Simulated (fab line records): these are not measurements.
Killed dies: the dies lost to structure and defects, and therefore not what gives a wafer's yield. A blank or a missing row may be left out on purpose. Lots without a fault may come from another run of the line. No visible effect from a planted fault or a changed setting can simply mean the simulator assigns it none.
A single fault, viewed from 2 desks    flow gf180mcu    what lay behind the numbers comes last; until then each desk has only its own

## FOR THE TOOL OWNER'S DESK: litho_track-03
The tool's own readings at GF_LVPWELL_PEB_05, given as means over the sampled wafers that have a number, one for each lot that went through this tool. A lot is out of limits, marked OUT, if its mean lies more than 4 standard deviations from the usual mean; the brackets give that distance.
Columns: A = chill_plate_temp_C at GF_LVPWELL_PEB_05, usual 23.00 C; B = exhaust_pa at GF_LVPWELL_PEB_05, usual 45.0 Pa; C = plate_temp_C at GF_LVPWELL_PEB_05, usual 115.00 C
lot   first seen here  A      B     C
L750  day 5 03:00      22.99  45.3  114.90
L756  day 6 10:00      22.91  45.2  115.07
L758  day 6 23:00      22.90  44.8  114.96
This desk found nothing out of limits on any of the 3 lots.

## AT THE METROLOGY DESK
Lot by lot, what the gauges showed, no matter which tool ran the lot: averages of those sampled wafers that carry a number. A lot is out of limits, marked OUT, if its mean lies more than 4 standard deviations from the usual mean; the brackets give that distance.
Columns: A = STI_CVD_03_THK at GF_STI_THK_MEAS_04, usual 206.9 nm; B = VT_IMPLANT_3_TW at GF_VT_IMPLANT_TW_MEAS_32, usual 269
lot   first seen here  A      B
L745  day 1 13:35      206.8  266
L746  day 1 18:34      208.8  265
L748  day 2 05:34      208.1  268
L750  day 2 14:50      208.1  268
L751  day 2 20:02      207.0  267
L753  day 3 06:52      205.3  268
L755  day 3 16:47      206.5  268
L756  day 3 20:45      207.4  274
L757  day 4 01:35      204.7  273
L758  day 4 07:52      209.2  274
L759  day 4 11:44      207.3  269
L760  day 4 16:35      205.6  277
L762  day 5 02:34      202.8  267
L768  day 6 08:47      207.6  269
This desk found nothing out of limits on any of the 14 lots.

## BROUGHT TOGETHER
Nothing out of limits was seen by the tool owner's desk.
At the metrology desk, nothing out of limits was observed.

## WHAT WAS PUT IN BY THE SIMULATOR
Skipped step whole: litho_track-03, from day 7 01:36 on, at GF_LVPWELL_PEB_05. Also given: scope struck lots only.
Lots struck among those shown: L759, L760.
